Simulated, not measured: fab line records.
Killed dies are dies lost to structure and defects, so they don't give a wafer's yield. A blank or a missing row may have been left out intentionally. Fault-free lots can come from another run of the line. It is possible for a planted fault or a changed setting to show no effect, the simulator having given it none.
Which tool was responsible? :: flow gf180mcu :: 10 lots with 30 wafers sampled at 3 steps, on a route of 602 steps

== WHAT EACH GAUGE READ, for each wafer ==
GF_MIM_RS_MEAS_10: the measuring method here is four-point-probe.
lot: L628
measured: day 25 02:46
on: film_metro-04
MIM_ALCU_RS (ohm/sq): 0.1586 0.1586 0.1580

lot: L631
measured: day 26 06:10
on: film_metro-03
MIM_ALCU_RS (ohm/sq): 0.1574 0.1578 0.1588

lot: L633
measured: day 26 18:25
on: film_metro-03
MIM_ALCU_RS (ohm/sq): 0.1591 0.1598 0.1602

lot: L634
measured: day 26 23:46
on: film_metro-02
MIM_ALCU_RS (ohm/sq): 0.1644 0.1636 0.1647

lot: L635
measured: day 27 10:46
on: film_metro-02
MIM_ALCU_RS (ohm/sq): 0.1611 0.1595 0.1580

lot: L636
measured: day 27 18:43
on: film_metro-04
MIM_ALCU_RS (ohm/sq): 0.1606 0.1615 0.1605

lot: L640
measured: day 29 01:04
on: film_metro-02
MIM_ALCU_RS (ohm/sq): 0.1601 0.2400 0.2386

lot: L643
measured: day 29 22:02
on: film_metro-02
MIM_ALCU_RS (ohm/sq): 0.1603 0.1604 0.1612

lot: L646
measured: day 30 13:20
on: film_metro-02
MIM_ALCU_RS (ohm/sq): 0.1587 0.1603 0.1592

lot: L651
measured: day 31 19:25
on: film_metro-04
MIM_ALCU_RS (ohm/sq): 0.1615 0.1636 0.1619

== TOOL THAT RAN EACH LOT (tool first, then ch and the chambers of the sampled wafers, then the start) ==
lot: L628
GF_M4_STRIP_17: plasma_asher-02 ch 0,1, day 24 01:25
GF_MIM_SPUTTER_08: pvd_sputter-04, day 25 02:41

lot: L631
GF_M4_STRIP_17: plasma_asher-01 ch 0,1, day 25 05:28
GF_MIM_SPUTTER_08: pvd_sputter-02, day 26 06:06

lot: L633
GF_M4_STRIP_17: plasma_asher-01 ch 0,1, day 25 18:25
GF_MIM_SPUTTER_08: pvd_sputter-04, day 26 18:21

lot: L634
GF_M4_STRIP_17: plasma_asher-04 ch 0,1, day 26 00:33
GF_MIM_SPUTTER_08: pvd_sputter-04, day 26 23:38

lot: L635
GF_M4_STRIP_17: plasma_asher-04 ch 0,1, day 26 10:49
GF_MIM_SPUTTER_08: pvd_sputter-02, day 27 10:41

lot: L636
GF_M4_STRIP_17: plasma_asher-04 ch 0,1, day 26 18:53
GF_MIM_SPUTTER_08: pvd_sputter-02, day 27 18:38

lot: L640
GF_M4_STRIP_17: plasma_asher-01 ch 0,1, day 28 02:51
GF_MIM_SPUTTER_08: pvd_sputter-04, day 29 00:59

lot: L643
GF_M4_STRIP_17: plasma_asher-01 ch 0,1, day 29 00:01
GF_MIM_SPUTTER_08: pvd_sputter-02, day 29 21:57

lot: L646
GF_M4_STRIP_17: plasma_asher-04 ch 0,1, day 29 16:16
GF_MIM_SPUTTER_08: pvd_sputter-02, day 30 13:17

lot: L651
GF_M4_STRIP_17: plasma_asher-01 ch 0, day 30 22:34
GF_MIM_SPUTTER_08: pvd_sputter-03, day 31 19:20
- GF_M4_STRIP_17: strips in O2/N2.
- GF_MIM_SPUTTER_08: material AlCu, target thk 200 nm, time 10.6 s.

== THE ANSWER, worked out from the rows above alone ==
Rule: the lots themselves supply what counts as usual. The widest of any qualifying gaps counts: lots, ordered by their means at a reading, are off when they make up no more than a third of the lots, leave a main group of 4 or more, and stand apart from it by 3 or more times the standard deviation of that group's means. A main group whose means are all the same, to the digits that the tables above print for the reading, isn't used. A lot without any number at a reading at which 4 lots or more have one is off too. Where the step has rows for the other lots, those lots are counted as sound.
Off: L640, at GF_MIM_RS_MEAS_10 (MIM_ALCU_RS). The main group has a mean of 0.1603 ohm/sq with a standard deviation of 0.0018.
A tool fits if, at a process step before that reading, it ran every lot that is off, and no sound lot after the first of them. The gauges at GF_MIM_RS_MEAS_10 are tried like those tools. One candidate fits, namely pvd_sputter-04 at GF_MIM_SPUTTER_08. Its last sound lot is L634 (day 26 23:38), its first lot that is off L640 (day 29 00:59): a fault that began between those two fits.

== WHAT THE SIMULATOR HAD INSERTED ==
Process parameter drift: pvd_sputter-04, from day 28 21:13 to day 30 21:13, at GF_MIM_SPUTTER_08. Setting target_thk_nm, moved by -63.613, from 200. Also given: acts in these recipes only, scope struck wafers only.
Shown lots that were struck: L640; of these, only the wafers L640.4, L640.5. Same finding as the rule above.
